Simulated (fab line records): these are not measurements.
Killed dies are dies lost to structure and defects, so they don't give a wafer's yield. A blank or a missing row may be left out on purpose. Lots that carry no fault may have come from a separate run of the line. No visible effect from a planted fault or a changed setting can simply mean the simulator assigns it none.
Chamber matching + flow gf180mcu + 4 sister chambers for GF_PASSIVATION_ETCH_11 on rie diel-02
The step etches the open film in CF4/O2, stops on TiN, target depth 1800 nm, time 400 s. 8 wafers are shown with their chamber, then 7 later ones without.

## WAFERS PAIRED WITH THEIR CHAMBERS
| wafer  | chamber | drypump motor current A (A) | oes product au (a.u.) |
|--------|---------|-----------------------------|-----------------------|
| L080.5 | 3       | 5.4                         | 0.966                 |
| L081.2 | 0       | 6.4                         | 0.954                 |
| L081.4 | 1       | 5.9                         | 0.965                 |
| L082.2 | 0       | 6.4                         | 0.954                 |
| L082.5 | 3       | 5.3                         | 0.965                 |
| L082.6 | 2       | 6.4                         | 0.966                 |
| L083.1 | 1       | 5.9                         | 0.965                 |
| L083.3 | 2       | 6.4                         | 0.974                 |

## WAFERS WITHOUT THEIR CHAMBER
| wafer  | drypump motor current A (A) | oes product au (a.u.) |
|--------|-----------------------------|-----------------------|
| L083.6 | 6.4                         | 0.975                 |
| L096.3 | 6.4                         | 0.969                 |
| L096.4 | 6.4                         | 0.957                 |
| L096.5 | 6.4                         | 0.979                 |
| L097.1 | 6.4                         | 0.958                 |
| L097.3 | 5.9                         | 0.961                 |
| L097.4 | 5.9                         | 0.975                 |

## CHAMBER TAKEN BY EACH
| wafer  | from the rows above | in truth                   |
|--------|---------------------|----------------------------|
| L083.6 | 2                   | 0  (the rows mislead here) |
| L096.3 | 2                   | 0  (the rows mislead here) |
| L096.4 | 0                   | 0                          |
| L096.5 | 2                   | 2                          |
| L097.1 | 0                   | 0                          |
| L097.3 | 1                   | 1                          |
| L097.4 | 1                   | 1                          |
Placed correctly: 5 of 7. Number that these rows cannot place: 0. Wrongly placed: 2.
How it was worked out, from the rows above alone: a wafer's distance from a chamber is the root of the sum, over the readings, of the square of ((its reading less the chamber's mean) divided by the reading's scatter). The wafer belongs to the nearest chamber; if the next one is less than 2 further off, it can't be placed. The mean given for a chamber averages the wafers shown for that chamber. The scatter is the square root of a quotient: the sum, over the shown wafers, of each reading's squared deviation from its chamber's mean, divided by wafers minus chambers.
